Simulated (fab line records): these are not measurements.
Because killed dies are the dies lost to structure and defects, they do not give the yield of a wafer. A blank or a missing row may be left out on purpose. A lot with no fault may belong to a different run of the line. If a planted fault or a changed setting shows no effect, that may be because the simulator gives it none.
fab line records	flow sky130	part 1 of 2: steps 1 to 32 of 41
record: lots: 5	wafers: 15	lastDay: 50
route steps=708 shown METAL3@533 CAPM@537 VIA3@573
lots untouched by any fault: they come from a run of this same line in which no faults occurred
startH: start of the lot's first displayed wafer, in hours after the record's first day	waitH: hours since the lot's step before	" the same as in the row above	L1.1+2: a single row standing in for several wafers	- value missing, or start not given	* or withheld: withheld	< > ~ a bound
route shown NAME@n: names a module that has steps shown in the file, with the first one's number in the route	usual: mean/standard deviation of fault-free wafers	same: alike in all rows	chamber/n: place in a boat	sites: each site's reading	_std_site: their standard deviation	_edge_site: the outer-site mean with the inner-site mean subtracted	radiusMm: how far each site lies from the wafer's centre	mask NAME#n: copy n	behind: the most recent tool/chamber to have shaped the wafer	hold: why the lot was held/for how many hours/how that ended	device: the transistor (n, p or np) that didn't switch	end of line: the route-end tests of the same wafers	a step given without rows: its recipe and nothing more	killed: not the wafer's yield, but the dies lost to structure and defects at the first sort	map: dies across one wafer; x = killed, . = not, _ = none there
set.NAME: setting as actually run; set.NAME@STEP: the setting as run at that earlier step	model.NAME: the simulator's own value behind a step, which no gauge read
certain route steps with their lots: each step a table, each wafer a row
services: the hour from which a tool's chamber was out of use, counted from the record's first day as startH (under 0 if before that day), plus the number of hours and why
== steps ==
step: SKY_METAL3_SPUTTER_01
recipe: material: TiN	targetThkNm: 20	powerW: 6500	timeS: 16.7	chamberPressurePa: 0.4
usual: throttleValvePct: 29.9/1
lot.wafer	tool	chamber	startH	waitH	throttleValvePct
L077.1	pvdSputter-01	-	868.58	0.0	30.8
L077.2	"	-	"	"	31.0
L077.3	"	-	"	"	29.6
L079.3	pvdSputter-01	-	885.05	0.0	28.8
L079.4	"	-	"	"	29.6
L079.5	"	-	"	"	30.7
L085.1	pvdSputter-01	-	926.91	0.0	30.8
L085.2	"	-	"	"	29.0
L085.4	"	-	"	"	31.0
L089.2	pvdSputter-02	-	954.18	0.0	29.1
L089.4	"	-	"	"	30.0
L089.6	"	-	"	"	29.1
L096.1	pvdSputter-02	-	1001.16	0.0	29.3
L096.3	"	-	"	"	29.2
L096.4	"	-	"	"	29.7
step: SKY_METAL3_SPUTTER_02
recipe: material: AlCu	targetThkNm: 735	powerW: 10600	timeS: 39.1	chamberPressurePa: 0.4
usual: throttleValvePct: 29.8/1
lot.wafer	tool	chamber	startH	waitH	throttleValvePct
L077.1	pvdSputter-01	-	868.61	0.0	30.7
L077.2	"	-	"	"	30.8
L077.3	"	-	"	"	29.7
L079.3	pvdSputter-01	-	885.08	0.0	28.8
L079.4	"	-	"	"	29.5
L079.5	"	-	"	"	30.6
L085.1	pvdSputter-01	-	926.93	0.0	30.8
L085.2	"	-	"	"	28.8
L085.4	"	-	"	"	31.1
L089.2	pvdSputter-02	-	954.21	0.0	29.5
L089.4	"	-	"	"	30.0
L089.6	"	-	"	"	29.2
L096.1	pvdSputter-02	-	1001.18	0.0	29.1
L096.3	"	-	"	"	29.0
L096.4	"	-	"	"	29.9
step: SKY_METAL3_SPUTTER_03
recipe: material: Ti	targetThkNm: 5	powerW: 3000	timeS: 3.3	chamberPressurePa: 0.41
usual: throttleValvePct: 29.9/1
lot.wafer	tool	chamber	startH	waitH	throttleValvePct
L077.1	pvdSputter-01	-	868.65	0.0	30.6
L077.2	"	-	"	"	31.2
L077.3	"	-	"	"	29.7
L079.3	pvdSputter-01	-	885.12	0.0	29.1
L079.4	"	-	"	"	29.7
L079.5	"	-	"	"	30.7
L085.1	pvdSputter-01	-	926.97	0.0	30.7
L085.2	"	-	"	"	28.9
L085.4	"	-	"	"	31.1
L089.2	pvdSputter-02	-	954.25	0.0	29.4
L089.4	"	-	"	"	29.8
L089.6	"	-	"	"	29.4
L096.1	pvdSputter-02	-	1001.22	0.0	29.1
L096.3	"	-	"	"	28.9
L096.4	"	-	"	"	30.1
step: SKY_METAL3_SPUTTER_04
recipe: material: TiN	targetThkNm: 70	powerW: 6500	timeS: 58.3	chamberPressurePa: 0.4
usual: throttleValvePct: 29.9/0.99
lot.wafer	tool	chamber	startH	waitH	throttleValvePct
L077.1	pvdSputter-01	-	868.66	0.0	30.8
L077.2	"	-	"	"	31.1
L077.3	"	-	"	"	29.7
L079.3	pvdSputter-01	-	885.13	0.0	29.0
L079.4	"	-	"	"	29.7
L079.5	"	-	"	"	30.7
L085.1	pvdSputter-01	-	926.99	0.0	30.8
L085.2	"	-	"	"	29.0
L085.4	"	-	"	"	31.2
L089.2	pvdSputter-02	-	954.27	0.0	29.4
L089.4	"	-	"	"	30.0
L089.6	"	-	"	"	29.0
L096.1	pvdSputter-02	-	1001.24	0.0	29.4
L096.3	"	-	"	"	29.1
L096.4	"	-	"	"	30.0
step: SKY_CAPM_CVD_00
recipe: material: SiO2	targetThkNm: 15.5	tempC: 400	timeS: withheld	rfW: 450
usual: heaterPowerW: 711/73
lot.wafer	tool	chamber	startH	waitH	heaterPowerW
L077.1	pecvd-04	1	868.71	0.0	607
L077.2	"	2	"	"	741
L077.3	"	0	"	"	901
L079.3	pecvd-02	2	885.18	0.0	768
L079.4	"	0	"	"	764
L079.5	"	1	"	"	741
L085.1	pecvd-04	0	927.04	0.0	855
L085.2	"	1	"	"	596
L085.4	"	0	"	"	886
L089.2	pecvd-02	0	954.32	0.0	728
L089.4	"	1	"	"	741
L089.6	"	1	"	"	738
L096.1	pecvd-03	1	1001.29	0.0	714
L096.3	"	0	"	"	704
L096.4	"	0	"	"	706
step: SKY_CAPM_THK_MEAS_01
recipe: reads: SiO2_of_CAPM_CVD_00
usual: CAPM_CVD_00_THK: 15.57/0.22
lot.wafer	tool	chamber	startH	waitH	CAPM_CVD_00_THK[nm]
L077.1	filmMetro-03	-	868.74	-	15.26
L077.2	"	-	"	"	15.45
L077.3	"	-	"	"	15.78
L079.3	filmMetro-03	-	885.22	-	15.68
L079.4	"	-	"	"	15.65
L079.5	"	-	"	"	15.93
L085.1	filmMetro-03	-	927.06	-	15.46
L085.2	"	-	"	"	15.34
L085.4	"	-	"	"	15.75
L089.2	filmMetro-02	-	954.36	-	15.58
L089.4	"	-	"	"	15.90
L089.6	"	-	"	"	16.00
L096.1	filmMetro-03	-	1001.31	-	15.26
L096.3	"	-	"	"	15.68
L096.4	"	-	"	"	15.78
step: SKY_CAPM_SPUTTER_02
recipe: material: TiN	targetThkNm: 200	tempC: 300	powerW: 6500	timeS: 166.7	chamberPressurePa: 0.4
usual: throttleValvePct: 29.9/0.87
lot.wafer	tool	chamber	startH	waitH	throttleValvePct
L077.1	pvdSputter-04	-	868.80	0.1	30.8
L077.2	"	-	"	"	28.6
L077.3	"	-	"	"	29.6
L079.3	pvdSputter-02	-	885.26	0.0	30.1
L079.4	"	-	"	"	29.2
L079.5	"	-	"	"	29.3
L085.1	pvdSputter-02	-	927.12	0.1	29.9
L085.2	"	-	"	"	29.5
L085.4	"	-	"	"	29.6
L089.2	pvdSputter-01	-	954.41	0.0	31.2
L089.4	"	-	"	"	29.7
L089.6	"	-	"	"	31.1
L096.1	pvdSputter-04	-	1001.37	0.1	29.6
L096.3	"	-	"	"	31.2
L096.4	"	-	"	"	28.8
step: SKY_CAPM_RS_MEAS_03
recipe: thkMeasGauge: four-point-probe	reads: TiN_of_CAPM_SPUTTER_02
usual: CAPM_TIN_RS: 6.92/0.073
lot.wafer	tool	chamber	startH	waitH	CAPM_TIN_RS[ohm/sq]
L077.1	filmMetro-02	-	868.90	0.1	6.92
L077.2	"	-	"	"	6.94
L077.3	"	-	"	"	6.86
L079.3	filmMetro-04	-	885.41	0.1	6.78
L079.4	"	-	"	"	6.75
L079.5	"	-	"	"	6.79
L085.1	filmMetro-04	-	927.23	0.1	6.87
L085.2	"	-	"	"	6.85
L085.4	"	-	"	"	6.90
L089.2	filmMetro-03	-	954.54	0.1	6.90
L089.4	"	-	"	"	6.92
L089.6	"	-	"	"	6.89
L096.1	filmMetro-02	-	1001.48	0.1	6.96
L096.3	"	-	"	"	7.00
L096.4	"	-	"	"	6.97
step: SKY_CAPM_THK_MEAS_04
recipe: thkMeasGauge: xrf	reads: TiN_of_CAPM_SPUTTER_02
usual: CAPM_TIN_THK: 199.2/2.3
lot.wafer	tool	chamber	startH	waitH	CAPM_TIN_THK[nm]
L077.1	filmMetro-02	-	869.02	0.1	199.0
L077.2	"	-	"	"	197.6
L077.3	"	-	"	"	199.9
L079.3	filmMetro-04	-	885.51	0.1	202.1
L079.4	"	-	"	"	203.6
L079.5	"	-	"	"	201.8
L085.1	filmMetro-04	-	927.35	0.1	198.9
L085.2	"	-	"	"	199.1
L085.4	"	-	"	"	198.1
L089.2	filmMetro-03	-	954.65	0.1	201.1
L089.4	"	-	"	"	200.1
L089.6	"	-	"	"	200.7
L096.1	filmMetro-02	-	1001.60	0.1	198.9
L096.3	"	-	"	"	197.7
L096.4	"	-	"	"	198.2
step: SKY_CAPM_DEHYDRATE_05
recipe: tempC: 200	timeS: 60
lot.wafer	tool	chamber	startH	waitH
L077.1+2+3	lithoTrack-04	0	880.72	11.7
L079.3+4+5	lithoTrack-04	0	897.27	11.7
L085.1+2+4	lithoTrack-03	0	939.37	12.0
L089.2+4+6	lithoTrack-04	0	966.29	11.6
L096.1+3+4	lithoTrack-03	0	1013.07	11.5
step: SKY_CAPM_HMDS_06
recipe: primeTimeS: 60	primeTempC: 120
lot.wafer	tool	chamber	startH	waitH
L077.1+2+3	lithoTrack-04	0	880.87	0.1
L079.3+4+5	lithoTrack-04	0	897.42	0.1
L085.1+2+4	lithoTrack-03	0	939.52	0.1
L089.2+4+6	lithoTrack-04	0	966.44	0.1
L096.1+3+4	lithoTrack-03	0	1013.22	0.1
step: SKY_CAPM_COAT_07
recipe: resist: NOVOLAK	spinRpm: 3000	resistThkNm: 1140
lot.wafer	tool	chamber	startH	waitH
L077.1+2+3	lithoTrack-04	0	881.02	0.1
L079.3+4+5	lithoTrack-04	0	897.57	0.1
L085.1+2+4	lithoTrack-03	0	939.67	0.1
L089.2+4+6	lithoTrack-04	0	966.59	0.1
L096.1+3+4	lithoTrack-03	0	1013.37	0.1
step: SKY_CAPM_SOFTBAKE_08
recipe: tempC: 90	timeS: 60	resist: NOVOLAK
lot.wafer	tool	chamber	startH	waitH
L077.1+2+3	lithoTrack-04	0	881.17	0.1
L079.3+4+5	lithoTrack-04	0	897.72	0.1
L085.1+2+4	lithoTrack-03	0	939.82	0.1
L089.2+4+6	lithoTrack-04	0	966.74	0.1
L096.1+3+4	lithoTrack-03	0	1013.52	0.1
step: SKY_CAPM_EXPOSE_09
recipe: maskId: CAPM	na: 0.6	sourceShape: conventional	sigmaOuter: 0.6	polarization: unpolarized	targetCdNm: 1000	doseMj: 159
usual: reticleTempC: 23.02/0.12
lot.wafer	tool	chamber	startH	waitH	mask	reticleTempC
L077.1	ilineStepper-01	0	-	-	CAPM#0	22.99
L077.2	"	0	"	"	CAPM#0	22.99
L077.3	"	0	"	"	CAPM#0	23.02
L079.3	ilineStepper-02	0	-	-	CAPM#0	22.89
L079.4	"	0	"	"	CAPM#0	22.74
L079.5	"	0	"	"	CAPM#0	22.96
L085.1	ilineStepper-02	0	-	-	CAPM#0	22.88
L085.2	"	0	"	"	CAPM#0	22.94
L085.4	"	0	"	"	CAPM#0	22.86
L089.2	ilineStepper-02	0	-	-	CAPM#0	22.87
L089.4	"	0	"	"	CAPM#0	22.85
L089.6	"	0	"	"	CAPM#0	22.98
L096.1	ilineStepper-02	0	-	-	CAPM#0	22.99
L096.3	"	0	"	"	CAPM#0	23.13
L096.4	"	0	"	"	CAPM#0	23.02
step: SKY_CAPM_PEB_10
recipe: tempC: withheld	timeS: *	resist: NOVOLAK
lot.wafer	tool	chamber	startH	waitH
L077.1+2+3	lithoTrack-04	0	-	-
L079.3+4+5	lithoTrack-02	0	-	-
L085.1+2+4	lithoTrack-02	0	-	-
L089.2+4+6	lithoTrack-04	0	-	-
L096.1+3+4	lithoTrack-04	0	-	-
step: SKY_CAPM_DEVELOP_11
recipe: resist: NOVOLAK	developer: TMAH	developTimeS: 60	devTempC: 23
lot.wafer	tool	chamber	startH	waitH
L077.1+2+3	lithoTrack-04	0	893.47	0.1
L079.3+4+5	lithoTrack-02	0	910.81	0.1
L085.1+2+4	lithoTrack-02	0	951.47	0.1
L089.2+4+6	lithoTrack-04	0	977.69	0.1
L096.1+3+4	lithoTrack-04	0	1023.32	0.1
step: SKY_CAPM_OVL_MEAS_12
usual: CAPM_OVL: 0.6/1.3
lot.wafer	tool	chamber	startH	waitH	CAPM_OVL[nm]
L077.1	overlay-02	-	893.62	0.1	1.0
L077.2	"	-	"	"	-0.2
L077.3	"	-	"	"	0.7
L079.3	overlay-02	-	910.93	0.1	-0.1
L079.4	"	-	"	"	1.7
L079.5	"	-	"	"	-0.4
L085.1	overlay-01	-	951.62	0.1	0.1
L085.2	"	-	"	"	0.7
L085.4	"	-	"	"	0.4
L089.2	overlay-02	-	977.82	0.1	1.4
L089.4	"	-	"	"	0.2
L089.6	"	-	"	"	1.1
L096.1	overlay-02	-	1023.47	0.1	-1.8
L096.3	"	-	"	"	-1.7
L096.4	"	-	"	"	-1.9
step: SKY_CAPM_METAL_ETCH_13
recipe: targetDepthNm: 220	stopOn: SiO2	chemistry: Cl2/BCl3	target: TiN	pressureMtorr: 10	icpW: 900	biasW: 48.5	Cl2_flow_sccm: 60	bcl3FlowSccm: 30	timeS: 62.9
usual: drypumpMotorCurrentA: 6.2/0.39	oesProductAu: 0.941/0.0075	throttleValvePct: 21.901/0.0099
lot.wafer	tool	chamber	startH	waitH	drypumpMotorCurrentA	oesProductAu	rfHoursCounterH	throttleValvePct
L077.1	rieMetal-03	0	893.65	0.0	5.8	0.945	4	21.917
L077.2	"	1	"	"	6.1	0.941	16	21.890
L077.3	"	1	"	"	6.1	0.949	-	21.907
L079.3	rieMetal-01	1	911.00	0.1	6.4	0.949	-	21.889
L079.4	"	1	"	"	6.4	0.952	-	21.895
L079.5	"	1	"	"	6.4	0.945	-	21.893
L085.1	rieMetal-02	0	951.65	0.0	6.2	0.943	6	21.904
L085.2	"	1	"	"	6.7	0.948	15	21.901
L085.4	"	1	"	"	6.7	0.944	-	21.906
L089.2	rieMetal-02	1	977.85	0.0	6.7	0.949	17	21.901
L089.4	"	1	"	"	6.7	0.945	-	21.904
L089.6	"	1	"	"	6.6	0.946	-	21.911
L096.1	rieMetal-02	0	1023.50	0.0	6.2	0.928	11	21.908
L096.3	"	0	"	"	6.2	0.937	-	21.897
L096.4	"	1	"	"	6.7	0.942	-	21.908
step: SKY_CAPM_STRIP_14
recipe: chemistry: O2/N2	powerW: 1400	pressureMtorr: 1500	platenTempC: withheld	o2FlowSccm: 3000	n2FlowSccm: 300	overashFraction: 0.5
usual: drypumpMotorCurrentA: 6.0/0.41	oesProductAu: 0.711/0.0042	stripTimeToEndpointS: 12.66/0.047
lot.wafer	tool	chamber	startH	waitH	drypumpMotorCurrentA	oesProductAu	rfHoursCounterH	stripTimeToEndpointS
L077.1	plasmaAsher-03	1	893.73	0.1	6.3	0.712	16	12.69
L077.2	"	0	"	"	6.6	0.707	16	12.69
L077.3	"	1	"	"	6.3	0.712	-	12.67
L079.3	plasmaAsher-03	0	911.14	0.1	6.6	0.707	-	12.69
L079.4	"	1	"	"	6.3	0.708	-	12.66
L079.5	"	1	"	"	6.3	0.708	-	12.70
L085.1	plasmaAsher-02	0	951.73	0.1	6.2	0.707	111	12.65
L085.2	"	1	"	"	6.0	0.711	111	12.69
L085.4	"	0	"	"	6.1	0.705	-	12.68
L089.2	plasmaAsher-04	0	977.93	0.1	5.5	0.714	87	12.74
L089.4	"	0	"	"	5.5	0.713	-	12.69
L089.6	"	1	"	"	5.4	0.714	-	12.70
L096.1	plasmaAsher-02	1	1023.58	0.1	6.0	0.712	119	12.60
L096.3	"	1	"	"	6.0	0.715	-	12.68
L096.4	"	0	"	"	6.2	0.713	-	12.63
step: SKY_CAPM_STRIP_15
recipe: chemistry: postEtchResidueRemover	timeS: 1200	tempC: 72.5
lot.wafer	tool	chamber	startH	waitH
L077.1+2+3	wetBench-03	3	893.83	0.1
L079.3+4+5	wetBench-04	3	911.21	0.0
L085.1+2+4	wetBench-01	3	951.83	0.1
L089.2+4+6	wetBench-04	0	978.03	0.1
L096.1+3+4	wetBench-03	0	1023.68	0.1
step: SKY_CAPM_CLEAN_16
recipe: chemistry: IPA	timeS: 180	tempC: 25
lot.wafer	tool	chamber	startH	waitH
L077.1+2+3	wetBench-04	1	894.20	0.0
L079.3+4+5	wetBench-03	2	911.55	0.0
L085.1+2+4	wetBench-04	2	952.17	0.0
L089.2+4+6	wetBench-03	1	978.37	0.0
L096.1+3+4	wetBench-01	0	1024.02	0.0
step: SKY_CAPM_CLEAN_17
recipe: chemistry: O3/DIW	dry: n2Spin
lot.wafer	tool	chamber	startH	waitH
L077.1+2+3	wetBench-01	2	894.26	0.0
L079.3+4+5	wetBench-01	0	911.61	0.0
L085.1+2+4	wetBench-01	2	952.23	0.0
L089.2+4+6	wetBench-01	0	978.43	0.0
L096.1+3+4	wetBench-04	1	1024.09	0.0
step: SKY_METAL3_DEHYDRATE_05
recipe: tempC: 200	timeS: 60
lot.wafer	tool	chamber	startH	waitH
L077.1+2+3	lithoTrack-01	0	906.42	12.1
L079.3+4+5	lithoTrack-03	0	923.32	11.6
L085.1+2+4	lithoTrack-01	0	964.07	11.8
L089.2+4+6	lithoTrack-01	0	990.60	12.0
L096.1+3+4	lithoTrack-01	0	1035.92	11.7
step: SKY_METAL3_HMDS_06
recipe: primeTimeS: 60	primeTempC: 120
lot.wafer	tool	chamber	startH	waitH
L077.1+2+3	lithoTrack-01	0	906.57	0.1
L079.3+4+5	lithoTrack-03	0	923.47	0.1
L085.1+2+4	lithoTrack-01	0	964.22	0.1
L089.2+4+6	lithoTrack-01	0	990.75	0.1
L096.1+3+4	lithoTrack-01	0	1036.07	0.1
step: SKY_METAL3_COAT_07
recipe: resist: BARC	tempC: withheld	timeS: withheld	spinRpm: 3075	resistThkNm: 60
lot.wafer	tool	chamber	startH	waitH
L077.1+2+3	lithoTrack-01	0	906.72	0.1
L079.3+4+5	lithoTrack-03	0	923.62	0.1
L085.1+2+4	lithoTrack-01	0	964.37	0.1
L089.2+4+6	lithoTrack-01	0	990.90	0.1
L096.1+3+4	lithoTrack-01	0	1036.22	0.1
step: SKY_METAL3_COAT_08
recipe: resist: KrF-thick	spinRpm: 3000	resistThkNm: 1140
lot.wafer	tool	chamber	startH	waitH
L077.1+2+3	lithoTrack-01	0	-	-
L079.3+4+5	lithoTrack-03	0	-	-
L085.1+2+4	lithoTrack-01	0	-	-
L089.2+4+6	lithoTrack-01	0	-	-
L096.1+3+4	lithoTrack-01	0	-	-
step: SKY_METAL3_SOFTBAKE_09
recipe: tempC: 100	timeS: 90	resist: KrF-thick
lot.wafer	tool	chamber	startH	waitH
L077.1+2+3	lithoTrack-01	0	-	-
L079.3+4+5	lithoTrack-03	0	-	-
L085.1+2+4	lithoTrack-01	0	-	-
L089.2+4+6	lithoTrack-01	0	-	-
L096.1+3+4	lithoTrack-01	0	-	-
step: SKY_METAL3_EXPOSE_10
recipe: maskId: MM3	na: 0.68	sourceShape: annular	sigmaInner: 0.4	sigmaOuter: 0.8	targetCdNm: 300	doseMj: 28
usual: reticleTempC: 22.99/0.1
lot.wafer	tool	chamber	startH	waitH	mask	reticleTempC
L077.1	krfScanner-01	0	-	-	MM3#0	22.97
L077.2	"	0	"	"	MM3#0	23.20
L077.3	"	0	"	"	MM3#0	22.99
L079.3	krfScanner-02	0	-	-	MM3#0	23.17
L079.4	"	0	"	"	MM3#0	23.03
L079.5	"	0	"	"	MM3#0	23.01
L085.1	krfScanner-01	0	-	-	MM3#0	22.88
L085.2	"	0	"	"	MM3#0	23.00
L085.4	"	0	"	"	MM3#0	23.06
L089.2	krfScanner-01	0	-	-	MM3#0	23.09
L089.4	"	0	"	"	MM3#0	22.98
L089.6	"	0	"	"	MM3#0	23.00
L096.1	krfScanner-02	0	-	-	MM3#0	22.96
L096.3	"	0	"	"	MM3#0	22.91
L096.4	"	0	"	"	MM3#0	22.96
step: SKY_METAL3_PEB_11
recipe: pebTempC: withheld	pebTimeS: withheld	resist: KrF-thick
lot.wafer	tool	chamber	startH	waitH
L077.1+2+3	lithoTrack-04	0	-	-
L079.3+4+5	lithoTrack-04	0	-	-
L085.1+2+4	lithoTrack-03	0	-	-
L089.2+4+6	lithoTrack-03	0	-	-
L096.1+3+4	lithoTrack-03	0	-	-
step: SKY_METAL3_DEVELOP_12
recipe: developTimeS: 60	resist: KrF-thick	devTempC: 21
lot.wafer	tool	chamber	startH	waitH
L077.1+2+3	lithoTrack-04	0	-	-
L079.3+4+5	lithoTrack-04	0	-	-
L085.1+2+4	lithoTrack-03	0	-	-
L089.2+4+6	lithoTrack-03	0	-	-
L096.1+3+4	lithoTrack-03	0	-	-
step: SKY_METAL3_CD_MEAS_13
recipe: targetCdNm: 300
usual: cdNm: 300.1/1.4
lot.wafer	tool	chamber	startH	waitH	cdNm
L077.1	cdSem-02	-	919.72	-	299.9
L077.2	"	-	"	"	298.0
L077.3	"	-	"	"	299.3
L079.3	cdSem-02	-	936.51	-	302.0
L079.4	"	-	"	"	301.7
L079.5	"	-	"	"	301.5
L085.1	cdSem-02	-	976.17	-	300.9
L085.2	"	-	"	"	301.4
L085.4	"	-	"	"	300.7
L089.2	cdSem-01	-	1002.49	-	300.7
L089.4	"	-	"	"	300.4
L089.6	"	-	"	"	301.4
L096.1	cdSem-01	-	1047.62	-	298.1
L096.3	"	-	"	"	298.4
L096.4	"	-	"	"	298.3
step: SKY_METAL3_OVL_MEAS_14
usual: METAL3_OVL: 0/5.2
lot.wafer	tool	chamber	startH	waitH	METAL3_OVL[nm]
L077.1	overlay-02	-	919.84	0.1	1
L077.2	"	-	"	"	10
L077.3	"	-	"	"	2
L079.3	overlay-02	-	936.60	0.1	0
L079.4	"	-	"	"	3
L079.5	"	-	"	"	1
L085.1	overlay-01	-	976.29	0.1	6
L085.2	"	-	"	"	2
L085.4	"	-	"	"	4
L089.2	overlay-02	-	1002.60	0.1	-4
L089.4	"	-	"	"	0
L089.6	"	-	"	"	-4
L096.1	overlay-02	-	1047.74	0.1	6
L096.3	"	-	"	"	2
L096.4	"	-	"	"	1
